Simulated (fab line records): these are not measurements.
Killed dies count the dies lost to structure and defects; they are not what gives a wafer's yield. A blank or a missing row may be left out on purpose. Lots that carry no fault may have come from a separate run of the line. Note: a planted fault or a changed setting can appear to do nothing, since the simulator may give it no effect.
The same fault as seen by 2 desks :: flow gf180mcu :: only its own numbers are on each desk; what lay behind them is given at the end

== METROLOGY DESK ==
What the gauges read, lot by lot, whatever tool the lot ran on: means of the sampled wafers that have a number. The brackets show how far a lot's mean lies from the usual mean; more than 4 standard deviations puts the lot out of limits, marked OUT.
Columns: A = STI_OXIDATION_02_THK at GF_STI_THK_MEAS_30, usual 10.00 nm
lot: L184
first seen here: day 2 16:37
A: 10.00

lot: L191
first seen here: day 4 04:38
A: 10.13

lot: L200
first seen here: day 6 03:05
A: 10.04

lot: L202
first seen here: day 6 14:42
A: 9.96

lot: L203
first seen here: day 6 19:31
A: 10.14

lot: L204
first seen here: day 6 22:57
A: 10.09
This desk found nothing out of limits on any of the 6 lots.

== TOOL OWNER'S DESK, implanter-02 ==
GF_DNWELL_IMPLANT_07, tool's own readings: per-lot mean of the sampled wafers with a number, covering each lot this tool ran. The brackets show how far a lot's mean lies from the usual mean; more than 4 standard deviations puts the lot out of limits, marked OUT.
Columns: A = dose ions cm2 at GF_DNWELL_IMPLANT_07, usual 9.997e+12
lot: L184
first seen here: day 3 05:29
A: 1.001e+13

lot: L202
first seen here: day 7 05:39
A: 9.734e+12 (-22) OUT

lot: L204
first seen here: day 7 13:58
A: 9.717e+12 (-23) OUT
This desk's verdict: out of limits on L202, L204, starting with L202 at day 7 05:39 (dose ions cm2 at GF_DNWELL_IMPLANT_07). Within limits: L184.

== BROUGHT TOGETHER ==
The tool owner's desk could have raised an alarm at day 7 05:39, on L202, L204.
Nothing out of limits was seen by the metrology desk.
The metrology desk has L202, L204 on record, within its limits.
Every lot named ran GF_DNWELL_IMPLANT_07 on implanter-02.

== WHAT WAS PUT IN BY THE SIMULATOR ==
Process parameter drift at GF_DNWELL_IMPLANT_07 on implanter-02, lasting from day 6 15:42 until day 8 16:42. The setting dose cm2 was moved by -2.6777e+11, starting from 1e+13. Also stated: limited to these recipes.
Lots struck among those shown: L202, L204.
Each desk's first reading out of limits, in hours after the fault started: the tool owner's desk, 14.
